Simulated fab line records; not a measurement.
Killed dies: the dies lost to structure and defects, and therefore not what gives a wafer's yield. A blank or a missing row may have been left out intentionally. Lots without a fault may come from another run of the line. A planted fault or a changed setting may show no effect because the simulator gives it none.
Which tool is to blame? :: flow sky130 :: 12 lots, 36 wafers sampled, at 6 steps of a route of 708

WHAT THE GAUGES SHOWED, per wafer
SKY_NWELL_OVL_MEAS_23.
lot: L779
measured: day 5 07:37
on: overlay-01
NWELL_01_OVL (nm): -1.6 -1.4 -1.8

lot: L780
measured: day 5 13:47
on: overlay-01
NWELL_01_OVL (nm): 0.0 1.2 -2.2

lot: L782
measured: day 6 05:02
on: overlay-02
NWELL_01_OVL (nm): 2.7 2.7 1.0

lot: L790
measured: day 8 00:41
on: overlay-01
NWELL_01_OVL (nm): -1.9 0.6 -1.2

lot: L791
measured: day 8 07:10
on: overlay-02
NWELL_01_OVL (nm): -1.6 -0.1 -0.8

lot: L792
measured: day 8 12:49
on: overlay-01
NWELL_01_OVL (nm): -2.3 -1.9 -1.6

lot: L793
measured: day 8 19:59
on: overlay-02
NWELL_01_OVL (nm): -0.8 1.0 1.4

lot: L795
measured: day 9 14:04
on: overlay-01
NWELL_01_OVL (nm): -1.0 -0.5 0.5

lot: L797
measured: day 10 03:14
on: overlay-02
NWELL_01_OVL (nm): -1.3 2.3 -1.2

lot: L798
measured: day 10 04:32
on: overlay-02
NWELL_01_OVL (nm): 0.1 1.3 0.2

lot: L799
measured: day 10 11:38
on: overlay-01
NWELL_01_OVL (nm): 0.1 -0.9 -0.4

lot: L801
measured: day 10 23:47
on: overlay-01
NWELL_01_OVL (nm): 0.6 0.0 -2.3

SKY_VT_ADJUST_LVTN_OVL_MEAS_07.
lot: L779
measured: day 6 22:02
on: overlay-02
VT_ADJUST_LVTN_OVL (nm): -0.9 1.3 0.3

lot: L780
measured: day 7 03:22
on: overlay-01
VT_ADJUST_LVTN_OVL (nm): 0.1 -0.2 -0.7

lot: L782
measured: day 7 21:37
on: overlay-02
VT_ADJUST_LVTN_OVL (nm): -0.3 0.9 2.0

lot: L790
measured: day 9 20:13
on: overlay-02
VT_ADJUST_LVTN_OVL (nm): - 1.7 2.0

lot: L791
measured: day 10 03:35
on: overlay-01
VT_ADJUST_LVTN_OVL (nm): 1.1 0.4 -1.4

lot: L792
measured: day 10 08:22
on: overlay-02
VT_ADJUST_LVTN_OVL (nm): - 0.7 -

lot: L793
measured: day 10 17:02
on: overlay-02
VT_ADJUST_LVTN_OVL (nm): 1.2 1.2 1.1

lot: L795
measured: day 11 13:23
on: overlay-02
VT_ADJUST_LVTN_OVL (nm): -1.8 -1.9 -2.2

lot: L797
measured: day 12 02:56
on: overlay-02
VT_ADJUST_LVTN_OVL (nm): 0.8 -1.4 -0.7

lot: L798
measured: day 12 03:41
on: overlay-02
VT_ADJUST_LVTN_OVL (nm): 0.8 0.7 1.7

lot: L799
measured: day 12 11:17
on: overlay-01
VT_ADJUST_LVTN_OVL (nm): -1.9 -0.8 -1.8

lot: L801
measured: day 12 23:53
on: overlay-02
VT_ADJUST_LVTN_OVL (nm): -0.6 0.4 -0.1

SKY_VT_ADJUST_LVTN_TW_MEAS_10.
lot: L779
measured: day 6 22:19
on: film metro-02
VT_ADJUST_LVTN_TW: 238.5 240.8 237.8

lot: L780
measured: day 7 03:40
on: film metro-02
VT_ADJUST_LVTN_TW: 238.2 237.6 238.9

lot: L782
measured: day 7 21:55
on: film metro-03
VT_ADJUST_LVTN_TW: 240.4 241.3 240.1

lot: L790
measured: day 9 20:31
on: film metro-02
VT_ADJUST_LVTN_TW: 29.6 237.7 240.2

lot: L791
measured: day 10 03:52
on: film metro-02
VT_ADJUST_LVTN_TW: 239.8 238.7 239.8

lot: L792
measured: day 10 08:43
on: film metro-02
VT_ADJUST_LVTN_TW: 29.7 238.1 29.7

lot: L793
measured: day 10 17:19
on: film metro-04
VT_ADJUST_LVTN_TW: 240.5 240.8 240.9

lot: L795
measured: day 11 13:40
on: film metro-03
VT_ADJUST_LVTN_TW: 241.0 239.9 241.1

lot: L797
measured: day 12 03:13
on: film metro-02
VT_ADJUST_LVTN_TW: 238.2 239.0 238.7

lot: L798
measured: day 12 03:58
on: film metro-03
VT_ADJUST_LVTN_TW: 240.1 241.6 241.7

lot: L799
measured: day 12 11:34
on: film metro-04
VT_ADJUST_LVTN_TW: 240.1 240.3 240.1

lot: L801
measured: day 13 00:10
on: film metro-03
VT_ADJUST_LVTN_TW: 240.6 241.6 240.7

TOOL THAT RAN EACH LOT (tool first, then ch and the chambers of the sampled wafers, then the start)
lot: L779
SKY_VT_ADJUST_HVTP_STRIP_10: plasma asher-01 ch 0, day 6 03:50
SKY_VT_ADJUST_LVTN_DEVELOP_06: litho track-02 ch 0, day 6 21:00
SKY_VT_ADJUST_LVTN_STRIP_09: plasma asher-01 ch 0,1, day 6 22:13

lot: L780
SKY_VT_ADJUST_HVTP_STRIP_10: plasma asher-04 ch 0,1, day 6 09:17
SKY_VT_ADJUST_LVTN_DEVELOP_06: litho track-03 ch 0, day 7 03:00
SKY_VT_ADJUST_LVTN_STRIP_09: plasma asher-02 ch 0,1, day 7 03:33

lot: L782
SKY_VT_ADJUST_HVTP_STRIP_10: plasma asher-03 ch 0,1, day 7 01:28
SKY_VT_ADJUST_LVTN_DEVELOP_06: litho track-03 ch 0, day 7 21:00
SKY_VT_ADJUST_LVTN_STRIP_09: plasma asher-02 ch 0,1, day 7 21:50

lot: L790
SKY_VT_ADJUST_HVTP_STRIP_10: plasma asher-03 ch 0,1, day 8 22:40
SKY_VT_ADJUST_LVTN_DEVELOP_06: litho track-03 ch 0, day 9 20:00
SKY_VT_ADJUST_LVTN_STRIP_09: plasma asher-02 ch 0,1, day 9 20:24

lot: L791
SKY_VT_ADJUST_HVTP_STRIP_10: plasma asher-01 ch 0,1, day 9 05:20
SKY_VT_ADJUST_LVTN_DEVELOP_06: litho track-01 ch 0, day 10 03:00
SKY_VT_ADJUST_LVTN_STRIP_09: plasma asher-01 ch 0,1, day 10 03:46

lot: L792
SKY_VT_ADJUST_HVTP_STRIP_10: plasma asher-04 ch 0,1, day 9 10:43
SKY_VT_ADJUST_LVTN_DEVELOP_06: litho track-03 ch 0, day 10 08:00
SKY_VT_ADJUST_LVTN_STRIP_09: plasma asher-01 ch 0,1, day 10 08:37

lot: L793
SKY_VT_ADJUST_HVTP_STRIP_10: plasma asher-04 ch 0,1, day 9 18:41
SKY_VT_ADJUST_LVTN_DEVELOP_06: litho track-01 ch 0, day 10 16:00
SKY_VT_ADJUST_LVTN_STRIP_09: plasma asher-01 ch 0,1, day 10 17:13

lot: L795
SKY_VT_ADJUST_HVTP_STRIP_10: plasma asher-04 ch 0,1, day 10 13:20
SKY_VT_ADJUST_LVTN_DEVELOP_06: litho track-02 ch 0, day 11 13:00
SKY_VT_ADJUST_LVTN_STRIP_09: plasma asher-01 ch 0,1, day 11 13:34

lot: L797
SKY_VT_ADJUST_HVTP_STRIP_10: plasma asher-03 ch 0,1, day 11 02:59
SKY_VT_ADJUST_LVTN_DEVELOP_06: litho track-01 ch 0, day 12 02:00
SKY_VT_ADJUST_LVTN_STRIP_09: plasma asher-02 ch 0,1, day 12 03:07

lot: L798
SKY_VT_ADJUST_HVTP_STRIP_10: plasma asher-01 ch 0,1, day 11 03:40
SKY_VT_ADJUST_LVTN_DEVELOP_06: litho track-02 ch 0, day 12 03:00
SKY_VT_ADJUST_LVTN_STRIP_09: plasma asher-02 ch 0,1, day 12 03:52

lot: L799
SKY_VT_ADJUST_HVTP_STRIP_10: plasma asher-01 ch 0,1, day 11 11:32
SKY_VT_ADJUST_LVTN_DEVELOP_06: litho track-02 ch 0, day 12 11:00
SKY_VT_ADJUST_LVTN_STRIP_09: plasma asher-01 ch 0,1, day 12 11:28

lot: L801
SKY_VT_ADJUST_HVTP_STRIP_10: plasma asher-03 ch 0,1, day 11 23:38
SKY_VT_ADJUST_LVTN_DEVELOP_06: litho track-01 ch 0, day 12 23:00
SKY_VT_ADJUST_LVTN_STRIP_09: plasma asher-02 ch 0,1, day 13 00:04
- SKY_VT_ADJUST_HVTP_STRIP_10: strips in O2/N2.
- SKY_VT_ADJUST_LVTN_DEVELOP_06: develop time 60 s.
- SKY_VT_ADJUST_LVTN_STRIP_09: strips in O2/N2.

AS READ BY THE TOOLS THEMSELVES (means over the sampled wafers that have a number; for cases with no such wafer, the mark the record gives instead)
SKY_VT_ADJUST_HVTP_STRIP_10.
lot: L779
tool: plasma asher-01
drypump motor current A (A): 5.5
oes product au (a.u.): 0.716
strip time to endpoint s (s): 14.18

lot: L780
tool: plasma asher-04
drypump motor current A (A): 5.7
oes product au (a.u.): 0.715
strip time to endpoint s (s): 14.12

lot: L782
tool: plasma asher-03
drypump motor current A (A): 5.0
oes product au (a.u.): 0.714
strip time to endpoint s (s): 14.20

lot: L790
tool: plasma asher-03
drypump motor current A (A): 5.1
oes product au (a.u.): 0.715
strip time to endpoint s (s): 14.17

lot: L791
tool: plasma asher-01
drypump motor current A (A): 5.5
oes product au (a.u.): 0.717
strip time to endpoint s (s): 14.11

lot: L792
tool: plasma asher-04
drypump motor current A (A): 5.7
oes product au (a.u.): 0.715
strip time to endpoint s (s): 14.26

lot: L793
tool: plasma asher-04
drypump motor current A (A): 5.7
oes product au (a.u.): 0.710
strip time to endpoint s (s): 14.17

lot: L795
tool: plasma asher-04
drypump motor current A (A): 5.8
oes product au (a.u.): 0.715
strip time to endpoint s (s): 14.13

lot: L797
tool: plasma asher-03
drypump motor current A (A): 5.1
oes product au (a.u.): 0.712
strip time to endpoint s (s): 14.21

lot: L798
tool: plasma asher-01
drypump motor current A (A): 5.7
oes product au (a.u.): 0.721
strip time to endpoint s (s): 14.17

lot: L799
tool: plasma asher-01
drypump motor current A (A): 5.6
oes product au (a.u.): 0.719
strip time to endpoint s (s): 14.19

lot: L801
tool: plasma asher-03
drypump motor current A (A): 5.1
oes product au (a.u.): 0.710
strip time to endpoint s (s): 14.17

SKY_VT_ADJUST_LVTN_STRIP_09.
lot: L779
tool: plasma asher-01
drypump motor current A (A): 5.8
oes product au (a.u.): 0.723
strip time to endpoint s (s): 36.97

lot: L780
tool: plasma asher-02
drypump motor current A (A): 5.5
oes product au (a.u.): 0.722
strip time to endpoint s (s): 36.91

lot: L782
tool: plasma asher-02
drypump motor current A (A): 5.5
oes product au (a.u.): 0.720
strip time to endpoint s (s): 36.83

lot: L790
tool: plasma asher-02
drypump motor current A (A): 5.9
oes product au (a.u.): 0.721
strip time to endpoint s (s): 36.90

lot: L791
tool: plasma asher-01
drypump motor current A (A): 5.8
oes product au (a.u.): 0.720
strip time to endpoint s (s): 37.05

lot: L792
tool: plasma asher-01
drypump motor current A (A): 5.6
oes product au (a.u.): 0.722
strip time to endpoint s (s): 36.98

lot: L793
tool: plasma asher-01
drypump motor current A (A): 5.6
oes product au (a.u.): 0.723
strip time to endpoint s (s): 36.85

lot: L795
tool: plasma asher-01
drypump motor current A (A): 5.6
oes product au (a.u.): 0.720
strip time to endpoint s (s): 36.92

lot: L797
tool: plasma asher-02
drypump motor current A (A): 5.9
oes product au (a.u.): 0.719
strip time to endpoint s (s): 36.87

lot: L798
tool: plasma asher-02
drypump motor current A (A): 5.9
oes product au (a.u.): 0.723
strip time to endpoint s (s): 36.91

lot: L799
tool: plasma asher-01
drypump motor current A (A): 5.6
oes product au (a.u.): 0.724
strip time to endpoint s (s): 36.94

lot: L801
tool: plasma asher-02
drypump motor current A (A): 5.6
oes product au (a.u.): 0.722
strip time to endpoint s (s): 36.84

THE ANSWER, worked out from the rows above alone
Rule: what is usual is taken from the lots themselves. Put in order of their means at a reading, lots are off if they are a third of the lots or fewer, leave a main group of 4 or more, and stand apart from it by a gap of 3 or more times the standard deviation of the main group's means; of several such gaps the widest counts. A main group whose means are all the same, to the digits that the tables above print for the reading, isn't used. A lot without any number at a reading at which 4 lots or more have one is off too. The other lots that the step has rows for count as sound. Order of review: gauges by route order, followed by the tools' own readings, for which a lot's mean as printed above is used. The first step at which some lot is off is used, and at that step the reading that is off furthest; a lot without a number counts as furthest.
Off: L790, L792, at SKY_VT_ADJUST_LVTN_TW_MEAS_10 (VT_ADJUST_LVTN_TW). The main group has a mean of 240.0 with a standard deviation of 0.99.
A tool fits if, at a process step before that reading, it ran every lot that is off, and no sound lot after the first of them. The gauges at SKY_VT_ADJUST_LVTN_TW_MEAS_10 are tried like those tools. One candidate fits, namely litho track-03 at SKY_VT_ADJUST_LVTN_DEVELOP_06. A fault onset in the window from L782 (day 7 21:00, its last sound lot) to L790 (day 9 20:00, its first lot off) fits.

WHAT THE SIMULATOR HAD PUT IN
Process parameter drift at SKY_VT_ADJUST_LVTN_DEVELOP_06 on litho track-03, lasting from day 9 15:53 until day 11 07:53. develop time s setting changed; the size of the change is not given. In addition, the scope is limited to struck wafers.
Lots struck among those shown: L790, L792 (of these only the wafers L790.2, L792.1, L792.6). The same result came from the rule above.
